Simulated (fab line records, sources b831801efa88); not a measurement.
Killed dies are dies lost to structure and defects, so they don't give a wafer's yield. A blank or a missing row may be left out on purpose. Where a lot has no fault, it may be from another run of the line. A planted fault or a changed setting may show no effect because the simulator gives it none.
Matching of chambers	flow sfq_line	pecvd-01 running SFQ_TRILAYER_I3_DEP_PECVD_081: 3 sister chambers
The step deposits SiO2 from SiH4/N2O, time 111.11 s, target thk 500 nm. 6 wafers are shown with their chamber, then 7 later ones without.

WAFERS PAIRED WITH THEIR CHAMBERS
wafer	chamber	throttle_valve_pct (%)	chamber_pressure_Torr (Torr)
L281.6	2	25.1	2.405
L293.6	1	23.6	2.399
L294.4	1	23.5	2.405
L294.5	0	28.4	2.402
L295.4	2	25.0	2.405
L295.5	0	28.3	2.400

WAFERS MISSING THEIR CHAMBER
wafer	throttle_valve_pct (%)	chamber_pressure_Torr (Torr)
L295.6	23.5	2.393
L296.1	28.3	2.406
L296.2	23.8	2.401
L296.6	28.0	2.412
L299.4	23.5	2.397
L299.5	25.3	2.399
L299.6	28.0	2.401

EACH ONE'S CHAMBER
wafer	from the rows above	in truth
L295.6	1	1
L296.1	0	0
L296.2	1	1
L296.6	0	0
L299.4	1	1
L299.5	2	2
L299.6	0	0
Correctly placed: 7 of 7. Left unplaced by these rows: 0. Wrongly placed: 0.
How it was worked out, from the rows above alone: a wafer's distance from a chamber is the root of the sum, over the readings, of the square of ((its reading less the chamber's mean) divided by the reading's scatter). The wafer belongs to the nearest chamber; if the next one is less than 2 further off, it can't be placed. Each chamber's mean is taken over the wafers shown for it. The scatter is the square root of a quotient: the sum, over the shown wafers, of each reading's squared deviation from its chamber's mean, divided by wafers minus chambers.
